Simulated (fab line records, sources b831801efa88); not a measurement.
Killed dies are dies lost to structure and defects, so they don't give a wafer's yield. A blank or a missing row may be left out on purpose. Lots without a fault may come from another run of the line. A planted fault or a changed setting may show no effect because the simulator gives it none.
fab line records | flow sky130
record lots=12 wafers=36 last_day=50
route steps=708 shown LOCAL_INTERCONNECT@401 CONTACT@421 PAD_OPEN@708
lots that met no fault: from a run of the same line without faults
start_h: hours from the record's first day to the start of the lot's first wafer shown | wait_h: hours since the lot's step before | " the same as in the row above | L1.1+2: a row that stands for several wafers | - no value, or no start given | * or withheld: withheld | < > ~ a bound
route shown NAME@n: a module of which the file shows steps, and the number in the route of the first | usual: mean/standard deviation of fault-free wafers | same: alike in all rows | chamber/n: place in a boat | sites: the reading at each site | _std_site: their standard deviation | _edge_site: outer sites' mean less inner sites' | radius_mm: how far each site lies from the wafer's centre | mask NAME#n: copy n | behind: the tool/chamber that last shaped the wafer | hold: why the lot was held/for how many hours/how that ended | device: the transistor (n, p or np) that didn't switch | end of line: the same wafers' tests at the end of the route | a step without rows: its recipe alone | killed: dies lost to structure and defects at the first sort, not the wafer's yield | map: a wafer's dies, x killed, . not, _ none there
set.NAME: the setting as run; set.NAME@STEP: as run at that earlier step | model.NAME: the simulator's own value behind a step, which no gauge read
steps of the route over a sample of lots; a table a step, a row a wafer
services: from which hour (start_h, from the record's first day; less than 0 if before it) a tool's chamber was out of use, for how many hours, and why
## steps
# step SKY_LOCAL_INTERCONNECT_METAL_ETCH_14
# recipe target_depth_nm=110 stop_on=PSG chemistry=Cl2/BCl3 target=TiN resist_sidewall_deg=88 pressure_mtorr=10 icp_w=900 bias_w=48.5 Cl2_flow_sccm=60 bcl3_flow_sccm=30 time_s=31.4
# usual chamber_pressure_mTorr=9.999/0.0087 drypump_motor_current_A=5.82/0.24 he_backside_leak_sccm=3.30/0.18 oes_product_au=0.942/0.0074 throttle_valve_pct=21.900/0.011
# columns lot.wafer tool chamber start_h wait_h chamber_pressure_mTorr drypump_motor_current_A he_backside_leak_sccm oes_product_au rf_hours_counter_h throttle_valve_pct
L556.1 rie_metal-02 0 704.02 0.0 10.014 5.50 3.43 0.939 0 21.896
L556.4 " 1 " " 10.005 6.10 3.35 0.954 - 21.891
L556.6 " 0 " " 10.005 5.56 3.29 0.945 - 21.885
L557.2 rie_metal-02 1 711.21 0.0 10.003 6.11 3.22 0.945 14 21.894
L557.5 " 1 " " 10.000 6.10 3.40 0.944 - 21.893
L557.6 " 0 " " 10.007 5.55 3.40 0.944 - 21.895
L558.2 rie_metal-03 1 711.82 0.0 10.014 5.70 3.27 0.937 11 21.898
L558.4 " 1 " " 9.998 5.70 3.24 0.942 - 21.903
L558.5 " 1 " " 10.000 5.71 3.32 0.934 - 21.908
L563.2 rie_metal-03 1 771.77 0.0 9.995 5.70 3.36 0.942 13 21.912
L563.3 " 1 " " 10.005 5.70 3.42 0.947 - 21.896
L563.5 " 1 " " 9.986 5.71 3.33 0.939 - 21.897
L565.1 rie_metal-04 1 776.97 0.0 10.019 6.34 3.47 0.929 11 21.930
L565.5 " 1 " " 9.990 6.33 3.54 0.922 - 21.925
L565.6 " 0 " " 9.983 5.92 3.10 0.932 - 21.930
L564.1 rie_metal-03 1 778.06 0.0 10.012 5.72 3.43 0.938 14 21.897
L564.2 " 0 " " 10.008 5.69 3.55 0.950 3 21.906
L564.5 " 0 " " 10.005 5.70 3.55 0.939 - 21.894
L566.1 rie_metal-02 0 781.31 0.0 10.002 5.54 3.46 0.948 4 21.907
L566.2 " 1 " " 10.021 6.06 3.21 0.942 0 21.882
L566.5 " 0 " " 10.014 5.52 3.39 0.954 - 21.901
L570.1 rie_metal-04 0 814.44 0.1 9.998 5.90 3.79 0.951 15 21.885
L570.2 " 0 " " 10.019 5.91 3.32 0.947 - 21.892
L570.3 " 0 " " 10.002 5.89 3.35 0.935 - 21.888
L571.2 rie_metal-02 1 821.40 0.1 10.003 6.12 3.31 0.953 - 21.914
L571.5 " 1 " " 9.995 6.04 3.33 0.943 - 21.876
L571.6 " 1 " " 9.990 6.04 3.15 0.949 - 21.896
L572.2 rie_metal-03 0 829.39 0.1 10.000 5.70 3.27 0.939 5 21.902
L572.3 " 1 " " 10.000 5.71 3.24 0.939 - 21.903
L572.5 " 1 " " 10.009 5.71 3.23 0.938 - 21.897
L577.2 rie_metal-02 0 880.87 0.0 9.997 5.52 3.71 0.942 8 21.932
L577.4 " 0 " " 10.004 5.55 3.30 0.944 - 21.891
L577.5 " 1 " " 9.990 6.09 3.11 0.945 - 21.888
L579.3 rie_metal-02 1 882.98 0.0 9.996 6.07 3.23 0.928 - 21.920
L579.5 " 1 " " 9.988 6.10 3.35 0.941 - 21.899
L579.6 " 0 " " 9.985 5.52 3.22 0.935 - 21.903
# step SKY_CONTACT_OVL_MEAS_15
# usual CONTACT_OVL=1/5.5
# columns lot.wafer tool chamber start_h wait_h CONTACT_OVL[nm]
L556.1 overlay-01 - 733.18 0.1 -4
L556.4 " - " " -2
L556.6 " - " " -1
L557.2 overlay-01 - 740.57 0.1 1
L557.5 " - " " 8
L557.6 " - " " -2
L558.2 overlay-01 - 741.05 0.1 -4
L558.4 " - " " 4
L558.5 " - " " -8
L563.2 overlay-01 - 799.03 0.1 -4
L563.3 " - " " 3
L563.5 " - " " -2
L565.1 overlay-02 - 804.97 0.1 5
L565.5 " - " " 1
L565.6 " - " " -2
L564.1 overlay-02 - 805.62 0.1 0
L564.2 " - " " 0
L564.5 " - " " 4
L566.1 overlay-01 - 808.92 0.1 -1
L566.2 " - " " 6
L566.5 " - " " -1
L570.1 overlay-02 - 842.65 0.1 13
L570.2 " - " " 4
L570.3 " - " " 10
L571.2 overlay-01 - 849.88 0.1 -7
L571.5 " - " " -6
L571.6 " - " " -3
L572.2 overlay-02 - 857.28 0.1 5
L572.3 " - " " -2
L572.5 " - " " 5
L577.2 overlay-01 - 907.43 0.1 0
L577.4 " - " " 0
L577.5 " - " " -6
L579.3 overlay-02 - 908.98 0.1 -2
L579.5 " - " " -7
L579.6 " - " " 0
# step SKY_CONTACT_STRIP_19
# recipe chemistry=O2/N2 power_w=1400 pressure_mtorr=1500 platen_temp_c=withheld o2_flow_sccm=3000 n2_flow_sccm=300 overash_fraction=0.5
# usual chamber_pressure_mTorr=1500.1/1.2 drypump_motor_current_A=5.9/0.31 oes_product_au=0.382/0.0047 strip_time_to_endpoint_s=3.63/0.039
# columns lot.wafer tool chamber start_h wait_h chamber_pressure_mTorr drypump_motor_current_A oes_product_au rf_hours_counter_h strip_time_to_endpoint_s
L556.1 plasma_asher-01 1 733.34 - 1499.4 6.3 0.379 95 3.58
L556.4 " 1 " " 1499.9 6.4 0.384 - 3.65
L556.6 " 0 " " 1501.3 6.2 0.380 - 3.66
L557.2 plasma_asher-01 1 740.74 - 1500.5 6.3 0.381 96 3.60
L557.5 " 1 " " 1501.3 6.3 0.379 - 3.60
L557.6 " 0 " " 1500.5 6.2 0.380 - 3.61
L558.2 plasma_asher-03 0 741.21 - 1499.3 6.0 0.386 58 3.66
L558.4 " 0 " " 1499.1 5.9 0.378 - 3.65
L558.5 " 1 " " 1499.3 5.7 0.373 - 3.58
L563.2 plasma_asher-04 0 799.19 - 1499.3 5.4 0.379 5 3.56
L563.3 " 0 " " 1501.3 5.4 0.384 - 3.58
L563.5 " 0 " " 1499.5 5.4 0.381 - 3.66
L565.1 plasma_asher-03 0 805.14 - 1499.7 6.0 0.382 64 3.65
L565.5 " 1 " " 1500.0 5.7 0.382 - 3.63
L565.6 " 0 " " 1499.3 6.0 0.383 - 3.71
L564.1 plasma_asher-04 0 805.79 - 1498.5 5.4 0.386 6 3.58
L564.2 " 1 " " 1499.8 5.6 0.379 6 3.64
L564.5 " 0 " " 1501.8 5.4 0.391 - 3.66
L566.1 plasma_asher-01 1 809.09 - 1500.3 6.4 0.387 103 3.67
L566.2 " 0 " " 1500.3 6.2 0.380 103 3.64
L566.5 " 0 " " 1500.1 6.2 0.387 - 3.60
L570.1 plasma_asher-03 1 842.81 - 1499.8 5.7 0.375 68 3.63
L570.2 " 0 " " 1500.2 6.0 0.386 68 3.64
L570.3 " 0 " " 1499.0 6.0 0.386 - 3.63
L571.2 plasma_asher-03 1 850.04 - 1496.8 5.7 0.386 69 3.65
L571.5 " 0 " " 1499.2 6.0 0.379 - 3.61
L571.6 " 1 " " 1501.8 5.7 0.379 - 3.63
L572.2 plasma_asher-03 1 857.44 - 1500.5 5.7 0.380 69 3.68
L572.3 " 1 " " 1499.8 5.7 0.388 - 3.69
L572.5 " 0 " " 1499.4 6.0 0.391 - 3.66
L577.2 plasma_asher-03 0 907.60 - 1501.2 6.0 0.384 75 3.66
L577.4 " 1 " " 1499.4 5.7 0.387 - 3.61
L577.5 " 1 " " 1499.9 5.7 0.383 - 3.59
L579.3 plasma_asher-01 1 909.17 - 1501.3 6.4 0.388 - 3.64
L579.5 " 0 " " 1500.3 6.1 0.381 - 3.59
L579.6 " 1 " " 1499.4 6.3 0.380 - 3.65
# step SKY_CONTACT_STRIP_20
# recipe chemistry=post_etch_residue_remover time_s=1200 temp_c=72.5
# usual bath_guard_temp_C=72.4/0.84 bath_heat_duty_pct=15.2/2.3
# columns lot.wafer tool chamber start_h wait_h bath_guard_temp_C bath_heat_duty_pct
L556.1 wet_bench-04 0 733.44 0.1 72.8 14.6
L556.4 " 0 " " 72.9 16.0
L556.6 " 0 " " 72.6 15.8
L557.2 wet_bench-03 3 740.84 0.1 72.4 15.2
L557.5 " 3 " " 72.2 15.0
L557.6 " 3 " " 72.0 14.7
L558.2 wet_bench-04 0 741.31 0.1 72.9 14.6
L558.4 " 0 " " 72.8 14.7
L558.5 " 0 " " 72.8 15.0
L563.2 wet_bench-04 2 799.29 0.1 73.7 16.1
L563.3 " 2 " " 74.2 15.1
L563.5 " 2 " " 73.9 14.2
L565.1 wet_bench-02 3 805.24 0.1 72.9 13.1
L565.5 " 3 " " 73.0 12.9
L565.6 " 3 " " 73.0 13.5
L564.1 wet_bench-04 1 805.89 0.1 71.5 19.7
L564.2 " 1 " " 71.3 21.0
L564.5 " 1 " " 71.8 19.6
L566.1 wet_bench-04 3 809.19 0.1 71.7 12.6
L566.2 " 3 " " 71.6 13.0
L566.5 " 3 " " 72.2 12.4
L570.1 wet_bench-04 2 842.91 0.1 - -
L570.2 " 2 " " - -
L570.3 " 2 " " - -
L571.2 wet_bench-03 0 850.14 0.1 - -
L571.5 " 0 " " - -
L571.6 " 0 " " - -
L572.2 wet_bench-03 3 857.54 0.1 72.0 16.9
L572.3 " 3 " " 72.6 15.1
L572.5 " 3 " " 72.2 15.6
L577.2 wet_bench-04 2 907.70 0.1 73.7 16.2
L577.4 " 2 " " 74.1 14.0
L577.5 " 2 " " 74.1 14.7
L579.3 wet_bench-04 0 909.24 0.0 72.7 16.0
L579.5 " 0 " " 72.9 14.3
L579.6 " 0 " " 72.9 16.2
# step SKY_PAD_OPEN_PROBE_99
# usual killed_at_M0_to_M3=42/7.4 killed_at_M4_up=3.3/2.1 killed_at_contacts=24/5.3 killed_at_front_end=15/4.5 killed_at_other=0.3/0.57 killed_dies=84/10 killed_open=46/7.5 killed_short=38/6.4
# same gross_dies=492 killed_at_back_side=0
# columns lot.wafer tool chamber start_h wait_h killed_at_M0_to_M3 killed_at_M4_up killed_at_contacts killed_at_front_end killed_at_other killed_dies killed_open killed_short
L570.1 prober-01 - 1155.06 0.1 60 3 25 11 0 99 62 36
L571.5 prober-02 - 1160.61 0.2 48 6 23 9 0 86 52 34
L571.6 prober-02 - 1160.66 0.2 47 3 22 12 0 84 42 42
L572.2 prober-01 - 1164.67 0.1 39 4 25 11 0 79 43 36
L572.3 prober-01 - 1164.72 0.2 29 5 30 17 2 83 44 37
L572.5 prober-01 - 1164.82 0.2 39 0 32 25 0 96 51 44
# killed by level:class
L570.1 VIA3:geometric_particle:open=15 VIA1:geometric_particle:open=13 METAL2:geometric_particle:short=8 LI_CONTACT:geometric_particle:open=7 CONTACT:geometric_particle:open=7 METAL1:geometric_particle:short=7 VIA2:geometric_particle:open=5 FIELD_ISO:geometric_particle:short=4
L571.5 VIA1:geometric_particle:open=14 VIA3:geometric_particle:open=8 CONTACT:geometric_particle:open=7 VIA1:geometric_particle:short=7 CONTACT:geometric_particle:short=5 METAL2:geometric_particle:short=5 VIA2:geometric_particle:open=5 POLY_GATE:geometric_particle:open=4
L571.6 VIA1:geometric_particle:open=14 CONTACT:geometric_particle:open=7 CONTACT:geometric_particle:short=6 VIA3:geometric_particle:short=6 VIA1:geometric_particle:short=5 METAL3:geometric_particle:short=5 LI_CONTACT:geometric_particle:short=4 LI_CONTACT:geometric_particle:open=4
L572.2 LI_CONTACT:geometric_particle:open=10 VIA1:geometric_particle:open=7 CONTACT:geometric_particle:open=6 VIA2:geometric_particle:open=6 METAL1:geometric_particle:short=5 FIELD_ISO:geometric_particle:short=4 METAL2:geometric_particle:short=4 METAL4:geometric_particle:short=4
L572.3 LI_CONTACT:geometric_particle:open=12 CONTACT:geometric_particle:open=10 VIA1:geometric_particle:open=9 FIELD_ISO:geometric_particle:short=8 CONTACT:geometric_particle:short=5 METAL3:geometric_particle:short=4 METAL4:geometric_particle:short=4 POLY_GATE:geometric_particle:open=3
L572.5 CONTACT:geometric_particle:open=10 LI_CONTACT:geometric_particle:open=9 FIELD_ISO:geometric_particle:short=8 VIA3:geometric_particle:open=8 VIA1:geometric_particle:short=8 VIA2:geometric_particle:open=8 CONTACT:geometric_particle:short=7 FIELD_ISO:geometric_particle:open=4
## services
# columns tool chamber start_h hours kind
rie_metal-02 0 685.34 4.7 repair
rie_metal-04 1 689.00 76.7 repair
plasma_asher-04 - 727.57 0.4 repair
plasma_asher-04 - 733.75 9.0 pm
plasma_asher-04 0 733.75 9.0 vent_cycle
plasma_asher-04 1 733.75 9.0 vent_cycle
wet_bench-03 - 741.27 0.5 repair
plasma_asher-04 0 742.75 - clean
plasma_asher-04 1 742.75 - clean
plasma_asher-03 - 743.87 2.8 pm
rie_metal-02 1 744.28 - clean
rie_metal-02 1 744.28 29.5 scheduled_down
rie_metal-02 1 744.28 29.5 vent_cycle
rie_metal-03 - 763.00 0.1 repair
plasma_asher-03 - 772.51 3.8 repair
plasma_asher-03 - 796.01 2.4 repair
rie_metal-03 - 804.60 2.7 pm
rie_metal-04 1 805.60 - clean
rie_metal-04 1 805.60 18.9 scheduled_down
rie_metal-04 1 805.60 18.9 vent_cycle
rie_metal-02 0 807.00 17.4 repair
plasma_asher-01 - 818.64 16.4 pm
rie_metal-04 0 848.85 - clean
rie_metal-04 0 848.85 29.2 scheduled_down
## key
first_sign step=SKY_CONTACT_STRIP_20 reading=tool_record direction=missing
effect none on later readings
met_at SKY_CONTACT_STRIP_20
struck_lots L570,L571
tester_left_out L570,L571
not_acting_at SKY_LOCAL_INTERCONNECT_METAL_ETCH_14,SKY_CONTACT_OVL_MEAS_15,SKY_CONTACT_STRIP_19
onset_between 809.19 842.91
fault kind=skipped_step_whole tool=wet_bench-03,wet_bench-04 chamber=- onset_h=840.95 steps=SKY_CONTACT_STRIP_20 scope=struck_lots_only
# tester_left_out: of these lots the tester's yield and bins aren't shown, on N5 and GAA mostly nor the transistor test; their killed dies are dies lost to structure and defects alone, not to doping, threshold or leakage, so they don't give the yield
